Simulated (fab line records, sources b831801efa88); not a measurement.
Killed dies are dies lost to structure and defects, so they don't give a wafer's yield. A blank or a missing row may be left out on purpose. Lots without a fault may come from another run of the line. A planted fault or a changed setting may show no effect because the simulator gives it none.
Which tool did it? | flow gf180mcu | 12 lots, 36 wafers sampled, at 4 steps of a route of 602

WHAT THE GAUGES READ, wafer by wafer
GF_M2_CD_MEAS_14: target cd 280 nm.
lot  | measured     | on        | cd_nm (nm)
L262 | day 20 03:54 | cd_sem-02 | 280.0 281.2 281.9
L265 | day 21 03:27 | cd_sem-01 | 279.0 278.6 278.5
L266 | day 21 13:11 | cd_sem-02 | 278.1 278.6 277.3
L267 | day 22 02:17 | cd_sem-01 | 276.6 277.6 276.8
L269 | day 22 17:50 | cd_sem-02 | 281.3 281.2 281.7
L270 | day 23 00:58 | cd_sem-01 | 279.4 279.5 278.8
L271 | day 23 11:58 | cd_sem-02 | 279.1 278.6 279.3
L272 | day 23 20:43 | cd_sem-01 | 277.3 279.7 278.6
L273 | day 24 00:42 | cd_sem-01 | 280.1 280.2 281.8
L274 | day 24 13:29 | cd_sem-01 | 279.9 280.5 280.1
L281 | day 26 11:09 | cd_sem-01 | 277.1 278.4 278.7
L283 | day 27 01:12 | cd_sem-01 | 281.4 281.5 282.2

GF_V2_CD_MEAS_14: target cd 260 nm.
lot  | measured     | on        | cd_nm (nm)
L262 | day 21 05:12 | cd_sem-01 | 261.8 261.8 262.1
L265 | day 22 04:24 | cd_sem-01 | 260.2 258.6 260.0
L266 | day 22 14:16 | cd_sem-01 | 261.0 258.5 259.9
L267 | day 23 02:49 | cd_sem-01 | 259.9 259.2 259.7
L269 | day 23 17:40 | cd_sem-02 | 263.9 262.5 263.0
L270 | day 24 01:07 | cd_sem-02 | 263.6 263.1 263.1
L271 | day 24 11:51 | cd_sem-02 | 251.2 260.4 259.7
L272 | day 24 20:39 | cd_sem-02 | 252.4 252.4 260.3
L273 | day 25 00:03 | cd_sem-02 | 250.2 259.3 258.4
L274 | day 25 12:13 | cd_sem-01 | 261.6 262.0 262.1
L281 | day 27 09:42 | cd_sem-02 | 260.9 258.6 259.7
L283 | day 27 22:18 | cd_sem-01 | 260.3 259.7 259.6

WHICH TOOL RAN EACH LOT (tool, then ch and the chambers of the sampled wafers, then the start)
lot  | GF_V2_CMP_04                  | GF_V2_SOFTBAKE_10
L262 | cmp-02 ch 0,3, day 20 05:05   | litho_track-02 ch 0, day 20 17:00
L265 | cmp-01 ch 0,1, day 21 04:31   | litho_track-04 ch 0, day 21 16:00
L266 | cmp-02 ch 2,3, day 21 14:16   | litho_track-04 ch 0, day 22 02:00
L267 | cmp-02 ch 0,1,2, day 22 03:26 | litho_track-02 ch 0, day 22 15:00
L269 | cmp-02 ch 0,2,3, day 22 18:56 | litho_track-02 ch 0, day 23 06:00
L270 | cmp-01 ch 0,3, day 23 02:01   | litho_track-02 ch 0, day 23 14:00
L271 | cmp-02 ch 0,1,3, day 23 13:02 | litho_track-02 ch 0, day 24 00:00
L272 | cmp-02 ch 1,2,3, day 23 21:49 | litho_track-02 ch 0, day 24 09:00
L273 | cmp-01 ch 0,2, day 24 01:52   | litho_track-02 ch 0, day 24 13:00
L274 | cmp-02 ch 1,2, day 24 14:33   | litho_track-04 ch 0, day 25 01:00
L281 | cmp-01 ch 0,1,3, day 26 12:19 | litho_track-04 ch 0, day 26 23:00
L283 | cmp-02 ch 0,1,3, day 27 02:24 | litho_track-01 ch 0, day 27 12:00
- GF_V2_CMP_04: polishes SiO2.
- GF_V2_SOFTBAKE_10: time 60 s.

WHAT THE TOOLS THEMSELVES READ (means of the sampled wafers that have a number; where no wafer has one, the mark that the record gives instead)
GF_V2_CMP_04.
lot  | tool   | motor_current_A (A) | time_to_endpoint_s (s)
L262 | cmp-02 | 10.9                | 76
L265 | cmp-01 | 13.3                | 77
L266 | cmp-02 | 12.0                | 85
L267 | cmp-02 | 12.3                | 74
L269 | cmp-02 | 11.4                | 79
L270 | cmp-01 | 13.3                | 77
L271 | cmp-02 | 11.4                | 78
L272 | cmp-02 | 12.0                | 81
L273 | cmp-01 | 13.0                | 75
L274 | cmp-02 | 12.2                | 85
L281 | cmp-01 | 13.3                | 81
L283 | cmp-02 | 11.5                | 78

GF_V2_SOFTBAKE_10.
lot  | tool           | heater_power_total_W (W) | resist_line_temp_C (C) | run_length_s (s)
L262 | litho_track-02 | 93.03                    | 23.04                  | 89.06
L265 | litho_track-04 | 93.08                    | 23.00                  | 89.25
L266 | litho_track-04 | 93.11                    | 22.96                  | 89.31
L267 | litho_track-02 | 93.06                    | 22.95                  | 89.13
L269 | litho_track-02 | 93.04                    | 23.00                  | 89.06
L270 | litho_track-02 | 93.10                    | 23.14                  | 89.16
L271 | litho_track-02 | 99.37                    | 23.13                  | 80.49
L272 | litho_track-02 | 105.66                   | 23.02                  | 71.71
L273 | litho_track-02 | 99.34                    | 23.00                  | 80.43
L274 | litho_track-04 | 92.98                    | 22.98                  | 89.26
L281 | litho_track-04 | 93.01                    | 22.93                  | 89.28
L283 | litho_track-01 | 93.05                    | 23.08                  | 88.88

THE ANSWER, worked out from the rows above alone
Rule: what is usual is taken from the lots themselves. Put in order of their means at a reading, lots are off if they are a third of the lots or fewer, leave a main group of 4 or more, and stand apart from it by a gap of 3 or more times the standard deviation of the main group's means; of several such gaps the widest counts. A main group whose means are all the same, to the digits that the tables above print for the reading, isn't used. A lot without any number at a reading at which 4 lots or more have one is off too. The other lots that the step has rows for count as sound. The gauges are gone through in route order, then the tools' own readings, and for those a lot's mean is taken as printed above. The first step at which some lot is off is used, and at that step the reading that is off furthest; a lot without a number counts as furthest.
Off: L271, L272, L273, at GF_V2_SOFTBAKE_10 (heater_power_total_W). The main group: mean 93.05 W, standard deviation 0.04.
A tool fits if, at that step or a process step before it, it ran every lot that is off, and no sound lot after the first of them. One fits: litho_track-02 at GF_V2_SOFTBAKE_10. Its last sound lot is L270 (day 23 14:00), its first lot that is off L271 (day 24 00:00): a fault that began between those two fits.
The tool's own readings at GF_V2_SOFTBAKE_10 bear it out: on the lots that are off they differ by more than 5 times the standard deviation of the sound lots' means. heater_power_total_W reads 101.46 W there against 93.05 W on the sound lots; run_length_s reads 77.54 s there against 89.15 s on the sound lots.

WHAT THE SIMULATOR HAD PUT IN
Process parameter drift: litho_track-02, from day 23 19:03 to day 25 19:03, at GF_V2_SOFTBAKE_10. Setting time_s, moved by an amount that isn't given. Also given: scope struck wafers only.
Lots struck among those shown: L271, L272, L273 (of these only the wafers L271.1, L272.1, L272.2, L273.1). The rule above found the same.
